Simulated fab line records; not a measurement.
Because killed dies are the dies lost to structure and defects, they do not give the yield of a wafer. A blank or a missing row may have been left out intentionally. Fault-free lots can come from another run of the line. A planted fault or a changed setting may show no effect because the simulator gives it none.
Struck lot and sound lot, side by side -- flow sky130 -- 17 out of 708 route steps
Sound: wafers L695.2, L695.4, L695.6. Struck: wafers L699.3, L699.4. (L699.2 of the same lot was not struck and is left out.) The cause comes at the end.
For every step that has rows: the tool of each side, followed by ch and its chambers, followed by its first start. Under that, the readings that differ: sound wafers -- struck wafers -- difference of the means -- sigmas: that difference in standard deviations of wafers without a fault.
alike: same words and numbers on both sides, and readings whose means sit less than 2 such deviations apart. not compared: any withheld reading, any reading some wafer has no value for, any bound like >300 that may hide the same value, and any number with overlapping values for which the record gives no deviation.
A row with sigmas, a row that says differs or no value, or rows on one side alone: a step with any of these is where the two part. Numbers that have no deviation but don't overlap get no sigmas and don't part them. A reading missing from all wafers of one side parts the sides only when that side holds two or more wafers.

first, 2 steps without rows for these wafers: SKY_CONTACT_PEB_12; SKY_CONTACT_DEVELOP_13 (develop time 60 s).
SKY_CONTACT_CD_MEAS_14 targets a cd of 170 nm.
  struck on cd sem-01, day 34 08:04; sound on cd sem-01, day 33 01:46
  alike: cd nm
SKY_CONTACT_OVL_MEAS_15:
  struck on overlay-01, day 34 08:11; sound on overlay-02, day 33 01:52
  alike: CONTACT_OVL
then, 1 step without rows for these wafers: SKY_CONTACT_ETCH_16 (etches BARC in N2/H2, stops on SiO2, time 45.9 s, target depth 60 nm).
SKY_CONTACT_ETCH_17: etches SiO2 in C4F8/O2/Ar, stops on Si3N4, target depth 340 nm.
  sound on rie diel-01 ch 0,2,3, day 33 01:56; struck on rie diel-01 ch 1,3, day 34 08:15
  alike: oes product au
SKY_CONTACT_ETCH_18: etches Si3N4 in CHF3/O2, stops on TiN, time 39 s, target depth 75 nm.
  sound: rie diel-01 ch 0,2,3; struck: rie diel-01 ch 1,3
  alike: drypump motor current A, oes product au, throttle valve pct
  not compared: rf hours counter h
SKY_CONTACT_STRIP_19: strips in O2/N2.
  sound on plasma asher-03 ch 1, day 33 02:02; struck on plasma asher-03 ch 0,1, day 34 08:20
  alike: drypump motor current A, oes product au, strip time to endpoint s
  not compared: rf hours counter h
then, 3 steps without rows for these wafers: SKY_CONTACT_STRIP_20 (strips in post etch residue remover, time 1200 s); SKY_CONTACT_CLEAN_21 (cleans in IPA, time 180 s); SKY_CONTACT_CLEAN_22 (cleans in O3/DIW).
SKY_CONTACT_SPUTTER_23: material TiN, target thk 20 nm, time 80 s.
  struck on pvd sputter-03, day 34 08:59; sound on pvd sputter-04, day 33 02:58
  alike: throttle valve pct
SKY_CONTACT_CVD_24: deposits W, target thk 340 nm, time 102.12 s.
  sound on cvd w-02 ch 0,1, day 33 03:01; struck on cvd w-02 ch 0,1, day 34 09:03
reading,sound,struck,difference,sigmas
model.W_of_CONTACT_CVD_24.thk nm (nm),338.3 338.4 342.4,462.7 462.6,+122.9,
  alike: heater power w
SKY_CONTACT_RS_MEAS_25: measurement is done with a four-point probe.
  struck on film metro-01, day 34 09:11; sound on film metro-01, day 33 03:09
reading,sound,struck,difference,sigmas
CONTACT_W_RS (ohm/sq),0.340 0.340 0.337,0.248 0.248,-0.091,-28
SKY_CONTACT_THK_MEAS_26: measures by xrf.
  struck on film metro-01, day 34 09:17; sound on film metro-01, day 33 03:16
reading,sound,struck,difference,sigmas
CONTACT_W_THK (nm),349 346 352,476 480,+129,+34
SKY_CONTACT_CMP_27: polishes, stops on SiO2, t overpolish 15 s, target thk 0 nm.
  sound on cmp-01 ch 0,3, day 33 03:22; struck on cmp-02 ch 0,3, day 34 09:37
reading,sound,struck,difference,sigmas
time to endpoint s (s),79.8 85.6 86.2,110.5 109.7,+26.2,+9
  alike: motor current A
SKY_METAL1_SPUTTER_00: material Ti, target thk 15 nm, time 10 s.
  struck on pvd sputter-04, day 34 09:52; sound on pvd sputter-02, day 33 03:37
  alike: throttle valve pct

WHERE THEY PART
First at SKY_CONTACT_RS_MEAS_25; last, within this record, at SKY_CONTACT_CMP_27. Later steps at which nothing parts them and some readings are alike: SKY_METAL1_SPUTTER_00.

WHY: what had been put in by the simulator
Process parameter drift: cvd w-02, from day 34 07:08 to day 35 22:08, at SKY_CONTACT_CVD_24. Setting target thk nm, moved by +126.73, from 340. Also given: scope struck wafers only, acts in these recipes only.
